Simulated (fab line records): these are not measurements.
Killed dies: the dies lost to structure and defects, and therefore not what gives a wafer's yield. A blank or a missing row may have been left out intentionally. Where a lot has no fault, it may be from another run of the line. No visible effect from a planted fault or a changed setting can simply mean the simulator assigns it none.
Matching of chambers / flow sky130 / cmp-02 running SKY_CONTACT_CMP_04: 4 sister chambers
The step polishes SiO2. 30 wafers are shown with their chamber, then 12 later ones without.

== WAFERS PAIRED WITH THEIR CHAMBERS ==
wafer=L074.1; chamber=2; motor-current-A (A)=11.6; time-to-endpoint-s (s)=88; slurry-filter-dp-kPa (kPa)=13.57
wafer=L074.2; chamber=3; motor-current-A (A)=12.2; time-to-endpoint-s (s)=85; slurry-filter-dp-kPa (kPa)=13.66
wafer=L074.4; chamber=0; motor-current-A (A)=11.7; time-to-endpoint-s (s)=78; slurry-filter-dp-kPa (kPa)=13.55
wafer=L075.2; chamber=1; motor-current-A (A)=10.3; time-to-endpoint-s (s)=74; slurry-filter-dp-kPa (kPa)=13.47
wafer=L075.4; chamber=0; motor-current-A (A)=11.8; time-to-endpoint-s (s)=81; slurry-filter-dp-kPa (kPa)=13.67
wafer=L075.5; chamber=0; motor-current-A (A)=10.9; time-to-endpoint-s (s)=74; slurry-filter-dp-kPa (kPa)=13.40
wafer=L077.4; chamber=3; motor-current-A (A)=12.5; time-to-endpoint-s (s)=80; slurry-filter-dp-kPa (kPa)=13.73
wafer=L077.5; chamber=1; motor-current-A (A)=10.7; time-to-endpoint-s (s)=77; slurry-filter-dp-kPa (kPa)=13.57
wafer=L077.6; chamber=2; motor-current-A (A)=11.4; time-to-endpoint-s (s)=83; slurry-filter-dp-kPa (kPa)=13.46
wafer=L079.1; chamber=3; motor-current-A (A)=12.9; time-to-endpoint-s (s)=86; slurry-filter-dp-kPa (kPa)=13.65
wafer=L079.3; chamber=1; motor-current-A (A)=10.6; time-to-endpoint-s (s)=84; slurry-filter-dp-kPa (kPa)=13.50
wafer=L079.6; chamber=2; motor-current-A (A)=11.8; time-to-endpoint-s (s)=90; slurry-filter-dp-kPa (kPa)=13.46
wafer=L083.1; chamber=2; motor-current-A (A)=11.8; time-to-endpoint-s (s)=88; slurry-filter-dp-kPa (kPa)=13.33
wafer=L083.2; chamber=1; motor-current-A (A)=10.7; time-to-endpoint-s (s)=88; slurry-filter-dp-kPa (kPa)=13.25
wafer=L083.5; chamber=1; motor-current-A (A)=10.6; time-to-endpoint-s (s)=82; slurry-filter-dp-kPa (kPa)=13.41
wafer=L085.4; chamber=2; motor-current-A (A)=11.2; time-to-endpoint-s (s)=91; slurry-filter-dp-kPa (kPa)=13.36
wafer=L085.5; chamber=2; motor-current-A (A)=11.7; time-to-endpoint-s (s)=95; slurry-filter-dp-kPa (kPa)=13.51
wafer=L085.6; chamber=3; motor-current-A (A)=12.0; time-to-endpoint-s (s)=86; slurry-filter-dp-kPa (kPa)=13.70
wafer=L090.1; chamber=1; motor-current-A (A)=10.2; time-to-endpoint-s (s)=79; slurry-filter-dp-kPa (kPa)=13.42
wafer=L090.2; chamber=2; motor-current-A (A)=11.4; time-to-endpoint-s (s)=92; slurry-filter-dp-kPa (kPa)=13.44
wafer=L090.3; chamber=0; motor-current-A (A)=11.3; time-to-endpoint-s (s)=81; slurry-filter-dp-kPa (kPa)=13.32
wafer=L088.2; chamber=1; motor-current-A (A)=9.8; time-to-endpoint-s (s)=81; slurry-filter-dp-kPa (kPa)=13.40
wafer=L088.3; chamber=2; motor-current-A (A)=11.9; time-to-endpoint-s (s)=88; slurry-filter-dp-kPa (kPa)=13.41
wafer=L088.6; chamber=2; motor-current-A (A)=11.7; time-to-endpoint-s (s)=88; slurry-filter-dp-kPa (kPa)=13.42
wafer=L089.1; chamber=2; motor-current-A (A)=10.8; time-to-endpoint-s (s)=83; slurry-filter-dp-kPa (kPa)=13.50
wafer=L089.5; chamber=2; motor-current-A (A)=11.5; time-to-endpoint-s (s)=88; slurry-filter-dp-kPa (kPa)=13.57
wafer=L089.6; chamber=3; motor-current-A (A)=12.4; time-to-endpoint-s (s)=86; slurry-filter-dp-kPa (kPa)=13.39
wafer=L091.1; chamber=1; motor-current-A (A)=10.1; time-to-endpoint-s (s)=81; slurry-filter-dp-kPa (kPa)=13.50
wafer=L091.3; chamber=0; motor-current-A (A)=11.4; time-to-endpoint-s (s)=83; slurry-filter-dp-kPa (kPa)=13.44
wafer=L091.6; chamber=0; motor-current-A (A)=11.0; time-to-endpoint-s (s)=83; slurry-filter-dp-kPa (kPa)=13.54

SIGNATURES, as means of the wafers listed above
reading=motor-current-A; chamber 0=11.350; chamber 1=10.375; chamber 2=11.527; chamber 3=12.400; scatter within a chamber=0.334
reading=time-to-endpoint-s; chamber 0=80.00; chamber 1=80.75; chamber 2=88.55; chamber 3=84.60; scatter within a chamber=3.61
reading=slurry-filter-dp-kPa; chamber 0=13.4867; chamber 1=13.4400; chamber 2=13.4573; chamber 3=13.6260; scatter within a chamber=0.103
Rule: for a wafer and a chamber, the distance is found by dividing, reading by reading, the gap between the wafer's reading and the chamber's mean by the reading's scatter, squaring, summing and taking the root. The wafer belongs to the nearest chamber; if the next one is less than 2 further off, it can't be placed. The scatter: the root of (the sum of the squares of (reading less its chamber's mean) over the shown wafers, divided by (wafers less chambers)).

== WAFERS WHOSE CHAMBER IS MISSING ==
wafer=L094.1; motor-current-A (A)=13.0; time-to-endpoint-s (s)=91; slurry-filter-dp-kPa (kPa)=13.44
wafer=L094.3; motor-current-A (A)=10.3; time-to-endpoint-s (s)=85; slurry-filter-dp-kPa (kPa)=13.45
wafer=L094.5; motor-current-A (A)=11.7; time-to-endpoint-s (s)=90; slurry-filter-dp-kPa (kPa)=13.48
wafer=L096.2; motor-current-A (A)=10.6; time-to-endpoint-s (s)=77; slurry-filter-dp-kPa (kPa)=13.41
wafer=L096.4; motor-current-A (A)=11.6; time-to-endpoint-s (s)=79; slurry-filter-dp-kPa (kPa)=13.70
wafer=L096.5; motor-current-A (A)=12.9; time-to-endpoint-s (s)=86; slurry-filter-dp-kPa (kPa)=13.30
wafer=L095.3; motor-current-A (A)=11.6; time-to-endpoint-s (s)=89; slurry-filter-dp-kPa (kPa)=13.44
wafer=L095.4; motor-current-A (A)=12.6; time-to-endpoint-s (s)=86; slurry-filter-dp-kPa (kPa)=13.59
wafer=L095.5; motor-current-A (A)=11.3; time-to-endpoint-s (s)=76; slurry-filter-dp-kPa (kPa)=13.56
wafer=L097.1; motor-current-A (A)=12.6; time-to-endpoint-s (s)=92; slurry-filter-dp-kPa (kPa)=13.50
wafer=L097.3; motor-current-A (A)=11.5; time-to-endpoint-s (s)=80; slurry-filter-dp-kPa (kPa)=13.46
wafer=L097.6; motor-current-A (A)=12.8; time-to-endpoint-s (s)=86; slurry-filter-dp-kPa (kPa)=13.36

== EACH ONE'S CHAMBER ==
wafer=L094.1; from the rows above=can't be placed: 3 or 2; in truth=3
wafer=L094.3; from the rows above=1; in truth=1
wafer=L094.5; from the rows above=2; in truth=2
wafer=L096.2; from the rows above=can't be placed: 1 or 0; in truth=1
wafer=L096.4; from the rows above=can't be placed: 0 or 3 or 2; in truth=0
wafer=L096.5; from the rows above=can't be placed: 3 or 2 or 0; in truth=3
wafer=L095.3; from the rows above=2; in truth=2
wafer=L095.4; from the rows above=3; in truth=3
wafer=L095.5; from the rows above=can't be placed: 0 or 1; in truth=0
wafer=L097.1; from the rows above=can't be placed: 3 or 2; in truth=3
wafer=L097.3; from the rows above=can't be placed: 0 or 2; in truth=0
wafer=L097.6; from the rows above=can't be placed: 3 or 2 or 0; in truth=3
Correctly placed: 4 of 12. From these rows, 8 cannot be placed; in 8 the true chamber is one of the candidates. Number placed wrongly: 0.
